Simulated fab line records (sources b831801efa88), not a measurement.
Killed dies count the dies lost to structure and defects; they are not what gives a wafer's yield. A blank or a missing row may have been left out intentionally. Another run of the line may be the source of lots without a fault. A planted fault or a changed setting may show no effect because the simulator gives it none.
fab line records -- flow gf180mcu
[record] lots = 14, wafers = 42, last_day = 34
route steps=602 shown MVPSD@88 HV_LDD@198
lots that met no fault: taken from a fault-free run of the same line
start_h: the number of hours between the record's first day and the start of the first shown wafer of the lot -- wait_h: time in hours since the lot's previous step -- " identical to the entry in the row above -- L1.1+2: a row that stands for several wafers -- - no value present, or no start provided -- * or withheld: withheld -- < > ~ a bound
route shown NAME@n: NAME is a module with steps in the file, n the number in the route of the first one -- usual: the fault-free wafers' mean and standard deviation -- same: alike in all rows -- chamber/n: place in a boat -- sites: each site's reading -- _std_site: their standard deviation -- _edge_site: inner sites' mean taken away from outer sites' mean -- radius_mm: for every site, how far away it sits from the centre of the wafer -- mask NAME#n: copy n -- behind: the most recent tool/chamber to have shaped the wafer -- hold: why the lot went on hold/how many hours it stayed there/how the hold came to an end -- device: the n, p or np transistor that did not switch -- end of line: at the end of the route, the tests of the same wafers -- a step given without rows: its recipe and nothing more -- killed: at the first sort, the dies lost to defects and structure; wafer yield is something else -- map: per-die view of a wafer (x killed, . not killed, _ where there is no die)
set.NAME: the run value of the setting; set.NAME@STEP: its run value at that earlier step -- model.NAME: the simulator's own value behind a step, which no gauge read
route steps across a sampled set of lots; one table per step, one row per wafer
services: from which hour (start_h, from the record's first day; less than 0 if before it) a tool's chamber was out of use, for how many hours, and why
[[steps]]
[step GF_MVPSD_STRIP_10]
[recipe] chemistry = O2/N2, power_w = 1400, pressure_mtorr = 1500, platen_temp_c = 250, o2_flow_sccm = 3000, n2_flow_sccm = 300, overash_fraction = 0.5
[usual] drypump_motor_current_A = 5.57/0.28, heater_power_w = 319/17, oes_product_au = 0.722/0.0048, strip_time_to_endpoint_s = 36.99/0.1
lot.wafer,tool,chamber,start_h,wait_h,drypump_motor_current_A,heater_power_w,oes_product_au,rf_hours_counter_h,strip_time_to_endpoint_s
L908.1,plasma_asher-02,1,98.40,0.1,5.27,337,0.716,45,36.97
L908.2,plasma_asher-02,0,98.40,0.1,5.58,294,0.727,45,37.00
L908.3,plasma_asher-02,0,98.40,0.1,5.59,297,0.724,-,36.98
L909.1,plasma_asher-01,0,102.40,0.1,5.99,321,0.716,42,37.10
L909.2,plasma_asher-01,1,102.40,0.1,5.60,299,0.723,42,37.08
L909.4,plasma_asher-01,0,102.40,0.1,5.96,318,0.718,-,37.10
L910.2,plasma_asher-01,0,108.11,0.1,6.01,320,0.721,42,37.10
L910.5,plasma_asher-01,0,108.11,0.1,6.01,327,0.716,-,37.03
L910.6,plasma_asher-01,1,108.11,0.1,5.60,303,0.721,-,37.06
L911.1,plasma_asher-01,1,113.75,0.1,5.60,304,0.728,43,36.89
L911.3,plasma_asher-01,1,113.75,0.1,5.60,298,0.725,-,37.06
L911.6,plasma_asher-01,1,113.75,0.1,5.60,305,0.727,-,36.96
L912.2,plasma_asher-01,1,120.26,0.1,5.61,305,0.732,44,37.06
L912.5,plasma_asher-01,1,120.26,0.1,5.60,299,0.718,-,37.09
L912.6,plasma_asher-01,0,120.26,0.1,6.05,317,0.714,-,37.27
L914.2,plasma_asher-04,0,131.60,0.1,5.35,308,0.732,35,37.01
L914.3,plasma_asher-04,1,131.60,0.1,5.23,333,0.728,-,36.98
L914.4,plasma_asher-04,0,131.60,0.1,5.34,314,0.727,-,36.89
L915.2,plasma_asher-02,0,139.55,0.1,5.64,309,0.719,2,37.07
L915.3,plasma_asher-02,1,139.55,0.1,5.30,353,0.722,-,37.24
L915.6,plasma_asher-02,0,139.55,0.1,5.65,297,0.722,-,37.04
L916.3,plasma_asher-04,1,144.78,0.1,5.21,318,0.716,-,37.03
L916.4,plasma_asher-04,0,144.78,0.1,5.30,311,0.715,-,36.98
L916.5,plasma_asher-04,0,144.78,0.1,5.29,308,0.721,-,36.99
L920.3,plasma_asher-01,0,168.78,0.1,6.02,320,0.713,-,36.96
L920.4,plasma_asher-01,1,168.78,0.1,5.61,302,0.721,-,37.03
L920.6,plasma_asher-01,1,168.78,0.1,5.59,304,0.724,-,36.91
L921.1,plasma_asher-04,1,175.71,0.1,5.24,323,0.716,40,36.87
L921.3,plasma_asher-04,0,175.71,0.1,5.31,313,0.729,-,36.82
L921.4,plasma_asher-04,1,175.71,0.1,5.23,327,0.719,-,36.85
L927.3,plasma_asher-02,0,210.63,0.1,5.60,316,0.725,-,37.09
L927.4,plasma_asher-02,1,210.63,0.1,5.27,351,0.722,-,37.04
L927.5,plasma_asher-02,0,210.63,0.1,5.60,314,0.717,-,37.09
L928.2,plasma_asher-01,1,218.31,0.1,5.60,310,0.728,53,36.85
L928.3,plasma_asher-01,0,218.31,0.1,5.99,311,0.723,-,36.89
L928.4,plasma_asher-01,1,218.31,0.1,5.59,298,0.724,-,36.89
L929.1,plasma_asher-01,1,221.00,0.1,5.60,307,0.716,53,37.04
L929.2,plasma_asher-01,0,221.00,0.1,6.03,328,0.728,53,37.02
L929.3,plasma_asher-01,1,221.00,0.1,5.60,305,0.721,-,37.03
L930.1,plasma_asher-01,1,227.94,0.1,5.61,307,0.728,54,36.98
L930.4,plasma_asher-01,1,227.94,0.1,5.60,308,0.721,-,37.12
L930.6,plasma_asher-01,1,227.94,0.1,5.60,298,0.721,-,37.07
[step GF_HV_LDD_STRIP_22]
[recipe] chemistry = O2/N2, power_w = 1400, pressure_mtorr = 1500, platen_temp_c = 250, o2_flow_sccm = 3000, n2_flow_sccm = 300, overash_fraction = 0.5
[usual] drypump_motor_current_A = 5.62/0.29, heater_power_w = 317/15, oes_product_au = 0.716/0.0044, strip_time_to_endpoint_s = 12.62/0.036
lot.wafer,tool,chamber,start_h,wait_h,drypump_motor_current_A,heater_power_w,oes_product_au,rf_hours_counter_h,strip_time_to_endpoint_s
L908.1,plasma_asher-02,1,236.48,0.1,5.26,362,0.714,13,12.60
L908.2,plasma_asher-02,0,236.48,0.1,5.67,301,0.718,13,12.60
L908.3,plasma_asher-02,1,236.48,0.1,5.26,346,0.720,-,12.56
L909.1,plasma_asher-02,1,240.91,0.1,5.27,338,0.718,13,12.74
L909.2,plasma_asher-02,0,240.91,0.1,5.64,312,0.721,13,12.68
L909.4,plasma_asher-02,1,240.91,0.1,5.24,350,0.721,-,12.68
L910.2,plasma_asher-04,1,246.62,0.1,5.22,321,0.717,47,12.62
L910.5,plasma_asher-04,0,246.62,0.1,5.30,310,0.721,-,12.57
L910.6,plasma_asher-04,1,246.62,0.1,5.22,328,0.717,-,12.61
L911.1,plasma_asher-01,1,253.15,0.1,5.60,299,0.720,57,12.61
L911.3,plasma_asher-01,1,253.15,0.1,5.60,304,0.719,-,12.63
L911.6,plasma_asher-01,0,253.15,0.1,6.08,311,0.713,-,12.67
L912.2,plasma_asher-01,0,263.91,0.1,5.99,323,0.719,58,12.58
L912.5,plasma_asher-01,1,263.91,0.1,5.60,300,0.717,-,12.61
L912.6,plasma_asher-01,0,263.91,0.1,6.00,321,0.722,-,12.57
L914.2,plasma_asher-01,1,280.13,0.1,5.62,302,0.710,60,12.65
L914.3,plasma_asher-01,1,280.13,0.1,5.63,315,0.716,-,12.64
L914.4,plasma_asher-01,0,280.13,0.1,6.01,312,0.720,-,12.66
L915.2,plasma_asher-04,0,291.08,0.1,5.31,312,0.717,52,12.57
L915.3,plasma_asher-04,1,291.08,0.1,5.23,321,0.706,-,12.60
L915.6,plasma_asher-04,1,291.08,0.1,5.25,319,0.717,-,12.62
L916.3,plasma_asher-04,0,297.31,0.1,5.30,318,0.715,-,12.64
L916.4,plasma_asher-04,1,297.31,0.1,5.22,321,0.719,-,12.64
L916.5,plasma_asher-04,1,297.31,0.1,5.22,322,0.712,-,12.60
L920.3,plasma_asher-01,1,328.95,0.1,5.62,307,0.714,-,12.64
L920.4,plasma_asher-01,0,328.95,0.1,6.04,327,0.714,-,12.64
L920.6,plasma_asher-01,0,328.95,0.1,6.00,321,0.717,-,12.66
L921.1,plasma_asher-01,1,336.18,0.1,5.61,301,0.720,65,12.60
L921.3,plasma_asher-01,1,336.18,0.1,5.60,308,0.713,-,12.62
L921.4,plasma_asher-01,0,336.18,0.1,6.01,320,0.722,-,12.56
L927.3,plasma_asher-01,1,380.06,0.2,5.61,304,0.714,-,12.62
L927.4,plasma_asher-01,0,380.06,0.2,6.00,319,0.711,-,12.59
L927.5,plasma_asher-01,0,380.06,0.2,6.04,317,0.718,-,12.64
L928.2,plasma_asher-02,1,388.97,0.1,5.25,350,0.714,26,12.57
L928.3,plasma_asher-02,0,388.97,0.1,5.61,311,0.715,-,12.63
L928.4,plasma_asher-02,1,388.97,0.1,5.26,352,0.716,-,12.57
L929.1,plasma_asher-02,1,390.96,0.1,5.24,349,0.710,26,12.61
L929.2,plasma_asher-02,0,390.96,0.1,5.64,304,0.717,26,12.62
L929.3,plasma_asher-02,1,390.96,0.1,5.26,356,0.717,-,12.62
L930.1,plasma_asher-01,0,399.11,0.1,6.01,322,0.708,73,12.59
L930.4,plasma_asher-01,1,399.11,0.1,5.60,301,0.711,-,12.62
L930.6,plasma_asher-01,0,399.11,0.1,6.04,323,0.724,-,12.61
[step GF_HV_LDD_PEB_44]
[recipe] temp_c = withheld, time_s = *, resist = NOVOLAK
[usual] chill_plate_temp_C = *, exhaust_pa = 45.2/0.8
lot.wafer,tool,chamber,start_h,wait_h,chill_plate_temp_C,exhaust_pa
L908.1,litho_track-04,0,273.66,-,*,45.9
L908.2,litho_track-04,0,273.66,-,*,45.4
L908.3,litho_track-04,0,273.66,-,*,45.0
L909.1,litho_track-03,0,278.12,-,*,44.9
L909.2,litho_track-03,0,278.12,-,*,45.7
L909.4,litho_track-03,0,278.12,-,*,44.7
L910.2,litho_track-03,0,285.50,-,*,44.8
L910.5,litho_track-03,0,285.50,-,*,44.0
L910.6,litho_track-03,0,285.50,-,*,45.0
L911.1,litho_track-01,0,291.46,-,*,43.8
L911.3,litho_track-01,0,291.46,-,*,44.9
L911.6,litho_track-01,0,291.46,-,*,44.8
L912.2,litho_track-03,0,303.55,-,*,44.5
L912.5,litho_track-03,0,303.55,-,*,46.2
L912.6,litho_track-03,0,303.55,-,*,44.6
L914.2,litho_track-04,0,320.48,-,*,44.8
L914.3,litho_track-04,0,320.48,-,*,45.5
L914.4,litho_track-04,0,320.48,-,*,43.6
L915.2,litho_track-01,0,332.19,-,*,46.3
L915.3,litho_track-01,0,332.19,-,*,46.8
L915.6,litho_track-01,0,332.19,-,*,46.8
L916.3,litho_track-01,0,339.71,-,*,46.5
L916.4,litho_track-01,0,339.71,-,*,46.6
L916.5,litho_track-01,0,339.71,-,*,45.0
L920.3,litho_track-04,-,372.81,-,-,-
L920.4,litho_track-04,-,372.81,-,-,-
L920.6,litho_track-04,-,372.81,-,-,-
L921.1,litho_track-01,-,380.26,-,-,-
L921.3,litho_track-01,-,380.26,-,-,-
L921.4,litho_track-01,-,380.26,-,-,-
L927.3,litho_track-01,0,427.51,-,*,45.7
L927.4,litho_track-01,0,427.51,-,*,45.0
L927.5,litho_track-01,0,427.51,-,*,45.4
L928.2,litho_track-01,0,436.38,-,*,44.9
L928.3,litho_track-01,0,436.38,-,*,44.8
L928.4,litho_track-01,0,436.38,-,*,44.4
L929.1,litho_track-03,0,438.12,-,*,45.2
L929.2,litho_track-03,0,438.12,-,*,44.2
L929.3,litho_track-03,0,438.12,-,*,46.0
L930.1,litho_track-03,0,446.92,-,*,45.4
L930.4,litho_track-03,0,446.92,-,*,45.6
L930.6,litho_track-03,0,446.92,-,*,46.1
[step GF_HV_LDD_RTA_52]
[recipe] temp_c = 1000, time_s = 10, ambient = N2
[usual] lamp_power_pct = 32.7/2, wafer_temp_C_max = 1003.6/1.1
lot.wafer,tool,chamber,start_h,wait_h,lamp_power_pct,wafer_temp_C_max
L908.1,rtp_anneal-02,0,274.47,0.0,35.5,1002.0
L908.2,rtp_anneal-02,0,274.47,0.0,35.5,1003.4
L908.3,rtp_anneal-02,0,274.47,0.0,35.5,1001.7
L909.1,rtp_anneal-01,0,278.94,0.0,31.2,1004.2
L909.2,rtp_anneal-01,0,278.94,0.0,31.2,1004.1
L909.4,rtp_anneal-01,0,278.94,0.0,31.2,1004.1
L910.2,rtp_anneal-01,0,286.30,0.0,31.3,1004.3
L910.5,rtp_anneal-01,0,286.30,0.0,31.2,1004.5
L910.6,rtp_anneal-01,0,286.30,0.0,31.2,1003.6
L911.1,rtp_anneal-01,0,292.34,0.0,31.2,1004.0
L911.3,rtp_anneal-01,0,292.34,0.0,31.2,1004.4
L911.6,rtp_anneal-01,0,292.34,0.0,31.3,1003.4
L912.2,rtp_anneal-01,0,304.35,0.0,31.2,1002.5
L912.5,rtp_anneal-01,0,304.35,0.0,31.3,1004.0
L912.6,rtp_anneal-01,0,304.35,0.0,31.3,1003.2
L914.2,rtp_anneal-01,0,321.28,0.0,31.2,1003.0
L914.3,rtp_anneal-01,0,321.28,0.0,31.2,1004.9
L914.4,rtp_anneal-01,0,321.28,0.0,31.3,1003.9
L915.2,rtp_anneal-01,0,332.99,0.0,31.2,1003.3
L915.3,rtp_anneal-01,0,332.99,0.0,31.2,1005.3
L915.6,rtp_anneal-01,0,332.99,0.0,31.3,1003.6
L916.3,rtp_anneal-01,0,340.50,0.0,31.2,1004.6
L916.4,rtp_anneal-01,0,340.50,0.0,31.2,1002.4
L916.5,rtp_anneal-01,0,340.50,0.0,31.2,1003.7
L920.3,rtp_anneal-01,0,373.60,0.0,31.2,1004.6
L920.4,rtp_anneal-01,0,373.60,0.0,31.3,1003.7
L920.6,rtp_anneal-01,0,373.60,0.0,31.3,1003.4
L921.1,rtp_anneal-01,0,381.08,0.0,31.3,1005.2
L921.3,rtp_anneal-01,0,381.08,0.0,31.2,1003.3
L921.4,rtp_anneal-01,0,381.08,0.0,31.2,1004.9
L927.3,rtp_anneal-02,0,428.35,0.0,35.5,1004.1
L927.4,rtp_anneal-02,0,428.35,0.0,35.6,1003.5
L927.5,rtp_anneal-02,0,428.35,0.0,35.5,1002.2
L928.2,rtp_anneal-01,0,437.19,0.0,31.3,1002.9
L928.3,rtp_anneal-01,0,437.19,0.0,31.2,1004.7
L928.4,rtp_anneal-01,0,437.19,0.0,31.2,1004.2
L929.1,rtp_anneal-01,0,438.94,0.0,31.2,1006.2
L929.2,rtp_anneal-01,0,438.94,0.0,31.2,1004.7
L929.3,rtp_anneal-01,0,438.94,0.0,31.2,1004.1
L930.1,rtp_anneal-02,0,447.74,0.0,35.5,1001.9
L930.4,rtp_anneal-02,0,447.74,0.0,35.5,1002.6
L930.6,rtp_anneal-02,0,447.74,0.0,35.5,1002.9
[[services]]
tool,chamber,start_h,hours,kind
plasma_asher-01,-,84.94,14.6,pm
plasma_asher-02,-,108.75,9.0,pm
plasma_asher-02,0,108.75,9.0,vent_cycle
plasma_asher-02,1,108.75,9.0,vent_cycle
plasma_asher-02,0,117.75,-,clean
plasma_asher-02,1,117.75,-,clean
plasma_asher-04,-,144.11,0.6,repair
litho_track-01,-,266.68,-,consumable_replace:filter
litho_track-03,-,308.49,-,consumable_replace:filter
plasma_asher-02,-,336.08,0.4,repair
plasma_asher-02,-,359.58,28.1,pm
plasma_asher-04,-,378.14,34.6,pm
plasma_asher-02,-,427.25,0.4,repair
plasma_asher-04,-,437.56,1.2,repair
[[key]]
[first_sign] step = GF_HV_LDD_PEB_44, reading = tool_record, direction = missing
effect none on later readings
met_at GF_HV_LDD_PEB_44
struck_lots L920,L921
sort_left_out L920.3,L920.4,L920.6,L921.1,L921.3,L921.4
tester_left_out L920,L921
not_acting_at GF_MVPSD_STRIP_10,GF_HV_LDD_STRIP_22,GF_HV_LDD_RTA_52
onset_between 339.71 372.81
[fault] kind = skipped_step_whole, tool = litho_track-01,litho_track-04, chamber = -, onset_h = 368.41, steps = GF_HV_LDD_PEB_44, scope = struck_lots_only
// tester_left_out: of these lots the tester's yield and bins aren't shown, on N5 and GAA mostly nor the transistor test; their killed dies are dies lost to structure and defects alone, not to doping, threshold or leakage, so they don't give the yield
// sort_left_out: the simulated sort isn't trusted on such a fault, so these wafers' sort isn't shown, and their yield isn't known
